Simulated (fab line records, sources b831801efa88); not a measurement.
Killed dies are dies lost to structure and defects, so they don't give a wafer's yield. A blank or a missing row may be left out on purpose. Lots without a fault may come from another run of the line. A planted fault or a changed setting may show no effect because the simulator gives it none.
A struck lot beside a sound one | flow sfq_line | 39 steps out of a route of 325
Sound: wafers L981.1, L981.4, L981.6. Struck: wafers L976.1, L976.3, L976.5. The cause comes at the end.
At each step with rows: each side's tool, then ch and its chambers, then its first start. Under that, the readings that differ: sound wafers | struck wafers | difference of the means | sigmas: that difference in standard deviations of wafers without a fault.
alike: readings whose means differ by less than 2 such deviations, and words and numbers that are the same on both sides. not compared: withheld readings, readings that some wafer has no value for, bounds like >300 that may hide the same value, and numbers for which the record gives no deviation and whose values overlap.
The two part at a step that has a row with sigmas, a row that says differs or no value, or rows on one side only. Numbers that don't overlap but have no deviation are shown without sigmas and don't part them. A reading that every wafer of one side lacks parts them only if that side has two wafers or more.

first, 6 steps without rows for these wafers: SFQ_TRILAYER_M1_LITHO_COAT_044 (resist thk 62 nm); SFQ_TRILAYER_M1_LITHO_COAT_039 (resist thk 600 nm); SFQ_TRILAYER_M1_LITHO_SOFTBAKE_043; SFQ_TRILAYER_M1_LITHO_EXPOSE_040 (exposes mask M1, target cd 500 nm); SFQ_TRILAYER_M1_LITHO_PEB_042 (peb time 60 s); SFQ_TRILAYER_M1_LITHO_DEVELOP_041 (time 60 s).
SFQ_M1_OVL_MEAS_911:
  sound on overlay-01, day 20 17:05; struck on overlay-02, day 19 11:05
  alike: M1_OVL
SFQ_TRILAYER_M1_BARC_OPEN_METAL_ETCH_054: etches BARC in O2, target depth 125 nm, time 41.7 s.
  sound on rie_metal-04 ch 0,1, day 20 17:07; struck on rie_metal-01 ch 0,1, day 19 11:07
  alike: drypump_motor_current_A, oes_product_au, rf_fwd_power_W
  not compared: rf_hours_counter_h
SFQ_TRILAYER_M1_ETCH_METAL_ETCH_042: etches Nb in Cl2/Ar, stops on SiO2, target depth 240 nm, time 120 s.
  sound on rie_metal-04 ch 0,1, day 20 17:11; struck on rie_metal-01 ch 0,1, day 19 11:11
  alike: drypump_motor_current_A, oes_product_au, rf_fwd_power_W
  not compared: rf_hours_counter_h
then, 2 steps without rows for these wafers: SFQ_TRILAYER_M1_STRIP_STRIP_043 (strips in O2); SFQ_TRILAYER_M1_STRIP_SOLV_CLEAN_044 (cleans in NMP, time 600 s).
SFQ_TRILAYER_I1_DEP_PECVD_045: deposits SiO2 from SiH4/N2O, time 111.11 s, target thk 500 nm.
  sound on pecvd-01 ch 0,1,2, day 20 18:05; struck on pecvd-03 ch 0,1, day 19 12:07
  no value came back on the struck wafers for any of 6 readings (chamber_pressure_Torr (Torr), heater_power_outer_w (W) and others); on the sound wafers chamber_pressure_Torr (Torr) reads 2.395 2.397 2.416
SFQ_TRILAYER_I1_CMP_CMP_046: polishes SiO2.
  sound on cmp-01 ch 0,2,3, day 20 19:34; struck on cmp-01 ch 0,3, day 19 15:29
  reading                | sound       | struck | difference                    | sigmas
  time_to_endpoint_s (s) | 205 210 219 | - - -  | no value on the struck wafers |
  alike: motor_current_A
SFQ_I1_BOW_MEAS_912:
  sound on film_metro-04, day 20 22:34; struck on film_metro-03, day 19 17:59
  alike: I1_BOW
SFQ_TRILAYER_I1_METRO_MEASURE_047:
  sound on film_metro-04, day 20 22:41; struck on film_metro-03, day 19 18:06
then, 6 steps without rows for these wafers: SFQ_TRILAYER_I1_VIA_LITHO_COAT_054 (resist thk 62 nm); SFQ_TRILAYER_I1_VIA_LITHO_COAT_049 (resist thk 650 nm); SFQ_TRILAYER_I1_VIA_LITHO_SOFTBAKE_053; SFQ_TRILAYER_I1_VIA_LITHO_EXPOSE_050 (exposes mask I1, target cd 500 nm); SFQ_TRILAYER_I1_VIA_LITHO_PEB_052 (peb time 60 s); SFQ_TRILAYER_I1_VIA_LITHO_DEVELOP_051 (time 60 s).
SFQ_I1_OVL_MEAS_913:
  sound on overlay-01, day 22 12:41; struck on overlay-02, day 20 10:36
  alike: I1_OVL
then, 1 step without rows for these wafers: SFQ_TRILAYER_I1_VIA_BARC_OPEN_VIA_ETCH_071 (etches BARC in O2, target depth 125 nm, time 41.7 s).
SFQ_TRILAYER_I1_VIA_ETCH_VIA_ETCH_052: etches SiO2 in CHF3, stops on Nb, target depth 260 nm.
  sound on rie_diel-02 ch 0,1,3, day 22 12:46; struck on rie_diel-02 ch 0,2,3, day 20 10:40
  reading                  | sound             | struck            | difference | sigmas
  oes_product_au (a.u.)    | 0.843 0.848 0.852 | 0.369 0.375 0.379 | -0.473     | -89
  model.etch.depth_nm (nm) | 197.2 198.8 199.6 | 0 0 0             | -199       |
  alike: drypump_motor_current_A, rf_fwd_power_W
then, 4 steps without rows for these wafers: SFQ_TRILAYER_I1_VIA_STRIP_STRIP_053 (strips in O2); SFQ_TRILAYER_I1_VIA_STRIP_SOLV_CLEAN_054 (cleans in NMP, time 600 s); SFQ_TRILAYER_M2_DEP_PRE_CLEAN_056 (time 22.5 s); SFQ_TRILAYER_M2_DEP_SPUTTER_055 (material Nb, target thk 200 nm, time 133.3 s).
SFQ_M2_RS_MEAS_914: measures by four-point-probe.
  sound on film_metro-04, day 22 13:46; struck on film_metro-03, day 20 11:53
  alike: M2_NB_RS
then, 3 steps without rows for these wafers: SFQ_TRILAYER_M2_LITHO_COAT_062 (resist thk 62 nm); SFQ_TRILAYER_M2_LITHO_COAT_057 (resist thk 600 nm); SFQ_TRILAYER_M2_LITHO_SOFTBAKE_061.
SFQ_TRILAYER_M2_LITHO_EXPOSE_058: exposes mask M2, target cd 500 nm.
  sound on krf_scanner-01 ch 0, day 24 00:43; struck on krf_scanner-01, day 21 20:47
  no value came back on the struck wafers for exposure_dose_mJ_cm2, focus_offset_nm (nm), sigma_outer; on the sound wafers exposure_dose_mJ_cm2 reads 14.407 14.378 14.392
  alike: mask
then, 2 steps without rows for these wafers: SFQ_TRILAYER_M2_LITHO_PEB_060 (peb time 60 s); SFQ_TRILAYER_M2_LITHO_DEVELOP_059 (time 60 s).
SFQ_M2_OVL_MEAS_916:
  sound on overlay-02, day 24 02:13; struck on overlay-02, day 21 22:17
  reading     | sound   | struck | difference                    | sigmas
  M2_OVL (nm) | -1 -1 1 | - - -  | no value on the struck wafers |
SFQ_TRILAYER_M2_BARC_OPEN_METAL_ETCH_077: etches BARC in O2, target depth 125 nm, time 41.7 s.
  sound on rie_metal-04 ch 0, day 24 02:14; struck on rie_metal-02 ch 0,1, day 21 22:19
  alike: drypump_motor_current_A, oes_product_au, rf_fwd_power_W
  not compared: rf_hours_counter_h
SFQ_TRILAYER_M2_ETCH_METAL_ETCH_060: etches Nb in Cl2/Ar, stops on SiO2, target depth 240 nm, time 120 s.
  sound on rie_metal-04 ch 0, day 24 02:18; struck on rie_metal-02 ch 0,1, day 21 22:23
  reading             | sound             | struck | difference                    | sigmas
  model.M2.cd_nm (nm) | 498.3 499.4 499.3 | - - -  | no value on the struck wafers |
  alike: drypump_motor_current_A, oes_product_au, rf_fwd_power_W
  not compared: rf_hours_counter_h
SFQ_TRILAYER_M2_STRIP_STRIP_061: strips in O2.
  sound on rie_metal-04 ch 0, day 24 02:26; struck on rie_metal-02 ch 0,1, day 21 22:30
  alike: drypump_motor_current_A, oes_product_au
  not compared: rf_hours_counter_h

WHERE THEY PART
First at SFQ_TRILAYER_I1_DEP_PECVD_045; last, within this record, at SFQ_TRILAYER_M2_ETCH_METAL_ETCH_060. Later steps at which nothing parts them and some readings are alike: SFQ_TRILAYER_M2_STRIP_STRIP_061.

WHY: what the simulator had put in
Skipped step whole: pecvd-03, from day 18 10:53 on, at SFQ_TRILAYER_I1_DEP_PECVD_045. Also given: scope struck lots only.
